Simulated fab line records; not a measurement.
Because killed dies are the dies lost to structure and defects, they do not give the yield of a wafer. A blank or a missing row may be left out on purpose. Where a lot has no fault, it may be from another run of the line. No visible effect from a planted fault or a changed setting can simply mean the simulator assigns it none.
fab line records | flow sky130
[record] lots = 15 wafers = 45 last_day = 50
route steps=708 shown METAL2@499 VIA2@531 METAL3@534
lots that met no fault: from a run of the same line without faults
start_h: hours from the record's first day to the start of the lot's first wafer shown | wait_h: hours elapsed since this lot's preceding step | " identical to the entry in the row above | L1.1+2: a row that stands for several wafers | - either no value or no given start | * or withheld: withheld | < > ~ a bound
route shown NAME@n: a module of which the file shows steps, and the number in the route of the first | usual: average and standard deviation across the fault-free wafers | same: alike in all rows | chamber/n: place in a boat | sites: the reading at each site | _std_site: standard deviation across them | _edge_site: outer sites' mean less inner sites' | radius_mm: how far each site lies from the wafer's centre | mask NAME#n: copy n | behind: tool/chamber where the wafer was last shaped | hold: what put the lot on hold/how long, in hours/how the hold closed | device: the n, p or np transistor that did not switch | end of line: the same wafers' tests at the end of the route | for a step that has no rows: nothing shown but its recipe | killed: dies that structure and defects cost at the first sort, which is not the same as the wafer's yield | map: shows each die of a wafer: x if killed, . if not, _ if none is there
set.NAME: the run value of the setting; set.NAME@STEP: its run value at that earlier step | model.NAME: the simulator's own value behind a step, which no gauge read
the route's steps for a sample of lots (tables are steps, rows are wafers)
services: when a tool's chamber went out of use (start_h, in hours from the record's first day, below 0 if earlier), for how many hours, and the reason
[[steps]]
[step SKY_METAL2_OVL_MEAS_16]
[usual] METAL2_OVL = -2/6.9
// columns lot.wafer tool chamber start_h wait_h METAL2_OVL[nm]
L139.1 overlay-02 - 814.89 0.1 -15
L139.3 " - " " -11
L139.6 " - " " -9
L142.2 overlay-02 - 844.07 0.1 -5
L142.4 " - " " -13
L142.6 " - " " -14
L143.2 overlay-01 - 844.72 0.1 7
L143.4 " - " " 9
L143.5 " - " " -8
L144.2 overlay-01 - 858.10 0.1 -6
L144.3 " - " " -8
L144.6 " - " " 0
L145.2 overlay-02 - 870.10 0.1 -6
L145.5 " - " " 6
L145.6 " - " " 2
L146.2 overlay-02 - 872.55 0.1 3
L146.3 " - " " 12
L146.6 " - " " 5
L147.1 overlay-02 - 880.19 0.1 3
L147.2 " - " " -5
L147.3 " - " " -4
L148.1 overlay-01 - 890.64 0.1 -12
L148.2 " - " " -7
L148.6 " - " " -6
L152.3 overlay-02 - 919.30 0.1 4
L152.5 " - " " -4
L152.6 " - " " 3
L153.1 overlay-01 - 930.64 0.1 5
L153.3 " - " " 2
L153.6 " - " " -9
L155.3 overlay-02 - 947.36 0.1 -5
L155.5 " - " " -3
L155.6 " - " " -3
L156.2 overlay-02 - 960.85 0.1 5
L156.3 " - " " 13
L156.5 " - " " -3
L157.2 overlay-01 - 962.57 0.1 -5
L157.3 " - " " 2
L157.6 " - " " -1
L158.2 overlay-02 - 968.30 0.1 5
L158.5 " - " " 8
L158.6 " - " " 3
L161.1 overlay-02 - 986.29 0.1 -2
L161.5 " - " " -2
L161.6 " - " " -12
[step SKY_METAL2_STRIP_20]
[recipe] chemistry = O2/N2 power_w = 1400 pressure_mtorr = 1500 platen_temp_c = withheld o2_flow_sccm = 3000 n2_flow_sccm = 300 overash_fraction = 0.5
[usual] drypump_motor_current_A = 5.7/0.4 oes_product_au = 0.344/0.005 strip_time_to_endpoint_s = 2.71/0.057
// columns lot.wafer tool chamber start_h wait_h drypump_motor_current_A oes_product_au rf_hours_counter_h strip_time_to_endpoint_s
L139.1 plasma_asher-01 0 815.11 0.1 6.1 0.349 69 2.70
L139.3 " 0 " " 6.1 0.339 - 2.71
L139.6 " 0 " " 6.1 0.353 - 2.64
L142.2 plasma_asher-03 0 844.28 0.1 6.0 0.340 10 2.74
L142.4 " 1 " " 5.4 0.346 - 2.73
L142.6 " 0 " " 6.0 0.346 - 2.72
L143.2 plasma_asher-03 1 844.93 0.1 5.4 0.345 10 2.74
L143.4 " 1 " " 5.4 0.345 - 2.74
L143.5 " 1 " " 5.4 0.340 - 2.66
L144.2 plasma_asher-02 1 858.50 0.1 4.8 0.344 103 2.71
L144.3 " 0 " " 5.8 0.342 - 2.66
L144.6 " 1 " " 4.8 0.341 - 2.68
L145.2 plasma_asher-02 0 870.32 0.1 5.8 0.345 104 2.74
L145.5 " 1 " " 4.8 0.339 - 2.77
L145.6 " 0 " " 5.8 0.348 - 2.76
L146.2 plasma_asher-01 1 872.76 0.1 5.6 0.340 75 2.66
L146.3 " 0 " " 6.1 0.330 - 2.64
L146.6 " 0 " " 6.1 0.342 - 2.68
L147.1 plasma_asher-01 1 880.42 0.1 5.6 0.345 76 2.61
L147.2 " 0 " " 6.1 0.336 76 2.70
L147.3 " 1 " " 5.5 0.344 - 2.71
L148.1 plasma_asher-03 0 890.87 0.1 6.0 0.345 14 2.66
L148.2 " 1 " " 5.4 0.346 14 2.78
L148.6 " 0 " " 6.0 0.340 - 2.66
L152.3 plasma_asher-01 0 919.55 0.1 6.1 0.339 - 2.71
L152.5 " 0 " " 6.1 0.339 - 2.68
L152.6 " 1 " " 5.6 0.344 - 2.75
L153.1 plasma_asher-03 0 930.86 0.1 6.0 0.346 18 2.84
L153.3 " 0 " " 6.0 0.344 - 2.69
L153.6 " 1 " " 5.4 0.339 - 2.68
L155.3 plasma_asher-03 0 947.60 0.1 6.0 0.343 - 2.69
L155.5 " 0 " " 6.0 0.338 - 2.69
L155.6 " 1 " " 5.4 0.337 - 2.65
L156.2 plasma_asher-02 0 961.06 0.1 5.7 0.345 113 2.67
L156.3 " 1 " " 4.8 0.340 - 2.66
L156.5 " 1 " " 4.8 0.343 - 2.68
L157.2 plasma_asher-01 0 962.78 0.1 6.1 0.349 84 2.68
L157.3 " 1 " " 5.6 0.345 - 2.69
L157.6 " 1 " " 5.5 0.348 - 2.71
L158.2 plasma_asher-03 0 968.52 0.1 6.0 0.344 22 2.65
L158.5 " 0 " " 6.0 0.337 - 2.60
L158.6 " 1 " " 5.5 0.334 - 2.64
L161.1 plasma_asher-01 1 986.51 0.1 5.5 0.346 87 2.74
L161.5 " 1 " " 5.6 0.348 - 2.72
L161.6 " 0 " " 6.1 0.350 - 2.76
[step SKY_VIA2_CMP_24]
[recipe] stop_on = SiO2 t_overpolish_s = 20 down_force_psi = 3.5 platen_rpm = 60 target_thk_nm = 0 pad_velocity_m_s = 0.94248
[usual] motor_current_A = 10.9/0.89 overpolish_run_s = 20.000/0.0076 time_to_endpoint_s = 102/5.3
// columns lot.wafer tool chamber start_h wait_h motor_current_A overpolish_run_s time_to_endpoint_s
L139.1 cmp-01 2 843.87 0.1 11.5 19.993 98
L139.3 " 0 " " 10.6 19.995 107
L139.6 " 3 " " 13.4 19.989 96
L142.4 cmp-02 3 872.66 0.1 9.8 20.011 99
L142.2 " 1 " " 12.2 19.996 103
L142.6 " 2 " " 10.1 20.014 110
L143.4 cmp-02 3 873.45 0.0 10.2 20.015 106
L143.2 " 0 " " 10.7 19.997 101
L143.5 " 3 " " 10.5 19.994 104
L144.2 cmp-01 2 886.29 0.1 11.8 19.997 101
L144.3 " 3 " " 12.2 19.995 101
L144.6 " 3 " " 12.8 20.002 98
L145.2 cmp-02 0 898.16 0.1 11.0 20.001 97
L145.5 " 2 " " 10.6 20.007 105
L145.6 " 3 " " 10.5 19.994 102
L146.3 cmp-02 1 901.07 0.1 12.2 19.998 106
L146.2 " 3 " " 10.7 20.005 101
L146.6 " 1 " " 10.9 19.989 103
L147.3 cmp-01 2 908.14 0.2 11.2 20.007 96
L147.1 " 3 " " 11.7 19.992 98
L147.2 " 0 " " 10.5 19.997 107
L148.2 cmp-01 0 917.57 0.0 10.8 20.000 107
L148.1 " 2 " " 10.7 19.992 96
L148.6 " 0 " " 10.7 19.999 107
L152.3 cmp-02 3 946.13 0.1 10.4 19.992 101
L152.5 " 1 " " 11.8 20.001 104
L152.6 " 2 " " 10.0 19.988 113
L153.1 cmp-02 2 958.35 0.1 10.7 20.010 111
L153.3 " 0 " " 11.3 19.999 105
L153.6 " 3 " " 10.1 19.998 107
L155.3 cmp-02 2 974.55 0.2 9.9 20.005 112
L155.6 " 3 " " 9.8 20.003 101
L155.5 " 0 " " 11.0 19.999 103
L156.3 cmp-01 1 987.60 0.1 9.3 20.012 94
L156.2 " 2 " " 11.3 20.002 91
L156.5 " 2 " " 10.9 20.001 93
L157.3 cmp-01 3 988.66 0.1 12.6 19.991 97
L157.2 " 2 " " 11.1 19.986 97
L157.6 " 3 " " 13.0 19.999 97
L158.2 cmp-02 2 994.89 0.1 10.1 19.997 112
L158.5 " 0 " " 11.4 19.989 106
L158.6 " 1 " " 11.7 19.988 108
L161.1 cmp-02 3 1011.92 0.1 10.0 19.996 101
L161.6 " 1 " " 12.0 20.014 107
L161.5 " 2 " " 9.6 19.984 112
[step SKY_METAL3_SPUTTER_02]
[recipe] material = AlCu target_thk_nm = 735 power_w = 10600 time_s = 39.1 chamber_pressure_pa = 0.4
[usual] cathode_dc_power_W = 10600/2.1 chamber_pressure_pa = 0.4000/0.00084 throttle_valve_pct = 29.9/1.3
// columns lot.wafer tool chamber start_h wait_h cathode_dc_power_W chamber_pressure_pa throttle_valve_pct
L139.1 pvd_sputter-04 - 844.22 0.0 10600 0.4004 30.0
L139.3 " - " " 10600 0.4008 29.6
L139.6 " - " " 10594 0.4005 30.2
L142.2 pvd_sputter-04 - 872.96 0.0 10599 0.4009 29.9
L142.4 " - " " 10598 0.4002 30.2
L142.6 " - " " 10596 0.4006 30.5
L143.2 pvd_sputter-04 - 873.80 0.0 10602 0.3999 29.9
L143.4 " - " " 10606 0.3993 29.7
L143.5 " - " " 10600 0.3996 27.7
L144.2 pvd_sputter-01 - 886.64 0.0 10601 0.4006 31.1
L144.3 " - " " 10602 0.4001 31.1
L144.6 " - " " 10599 0.4012 31.3
L145.2 pvd_sputter-01 - 898.41 0.0 - - -
L145.5 " - " " - - -
L145.6 " - " " - - -
L146.2 pvd_sputter-01 - 901.37 0.0 - - -
L146.3 " - " " - - -
L146.6 " - " " - - -
L147.1 pvd_sputter-01 - 908.52 0.0 - - -
L147.2 " - " " - - -
L147.3 " - " " - - -
L148.1 pvd_sputter-01 - 917.92 0.0 10598 0.4005 30.0
L148.2 " - " " 10602 0.3982 31.1
L148.6 " - " " 10598 0.3994 29.8
L152.3 pvd_sputter-01 - 946.38 0.0 10600 0.4007 30.0
L152.5 " - " " 10602 0.3991 31.3
L152.6 " - " " 10596 0.3988 31.3
L153.1 pvd_sputter-02 - 958.70 0.0 10601 0.3989 33.3
L153.3 " - " " 10599 0.4000 30.5
L153.6 " - " " 10598 0.4003 31.1
L155.3 pvd_sputter-01 - 974.75 0.0 10599 0.4005 31.1
L155.5 " - " " 10600 0.3999 31.3
L155.6 " - " " 10601 0.4012 31.1
L156.2 pvd_sputter-01 - 987.95 0.0 10603 0.4000 31.3
L156.3 " - " " 10604 0.4006 30.8
L156.5 " - " " 10601 0.4014 30.8
L157.2 pvd_sputter-01 - 989.01 0.0 10600 0.4005 31.0
L157.3 " - " " 10597 0.3997 31.0
L157.6 " - " " 10599 0.4013 31.3
L158.2 pvd_sputter-04 - 995.14 0.0 10605 0.3990 29.7
L158.5 " - " " 10599 0.4006 29.4
L158.6 " - " " 10600 0.4011 30.0
L161.1 pvd_sputter-02 - 1012.17 0.0 10599 0.4010 33.4
L161.5 " - " " 10598 0.3997 33.4
L161.6 " - " " 10599 0.3998 30.7
[[services]]
// columns tool chamber start_h hours kind
pvd_sputter-02 - 802.46 1.1 repair
pvd_sputter-02 - 803.03 1.2 repair
plasma_asher-03 - 804.25 0.6 repair
pvd_sputter-02 - 811.89 4.4 repair
cmp-01 - 818.35 1.9 repair
cmp-01 - 827.37 4.3 pm
cmp-01 - 835.05 2.0 repair
pvd_sputter-01 - 841.57 7.9 repair
cmp-01 - 866.99 0.9 repair
cmp-01 - 912.00 4.0 pm
cmp-01 - 916.00 - consumable_replace:conditioner
cmp-01 - 916.00 - consumable_replace:pad
cmp-02 - 935.41 8.7 pm
pvd_sputter-02 - 935.83 12.5 repair
cmp-01 - 964.35 4.0 repair
plasma_asher-03 - 1003.45 2.8 pm
[[key]]
[first_sign] step = SKY_METAL3_SPUTTER_02 reading = tool_record direction = missing
effect none on later readings
met_at SKY_METAL3_SPUTTER_02
struck_lots L145,L146,L147
later_rows_left_out L145.2,L145.5,L145.6,L146.2,L146.3,L146.6,L147.1,L147.2,L147.3
sort_left_out L145.2,L145.5,L145.6,L146.2,L146.3,L146.6,L147.1,L147.2,L147.3
not_acting_at SKY_METAL2_OVL_MEAS_16,SKY_METAL2_STRIP_20,SKY_VIA2_CMP_24
onset_between 886.64 898.41
[fault] kind = skipped_step_whole tool = pvd_sputter-01 chamber = - onset_h = 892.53 steps = SKY_METAL3_SPUTTER_02 scope = struck_lots_only
// sort_left_out: the simulated sort isn't trusted on such a fault, so these wafers' sort isn't shown, and their yield isn't known
// later_rows_left_out: the simulator's readings of these wafers behind a module that went badly wrong aren't trusted and aren't shown, but for the sort
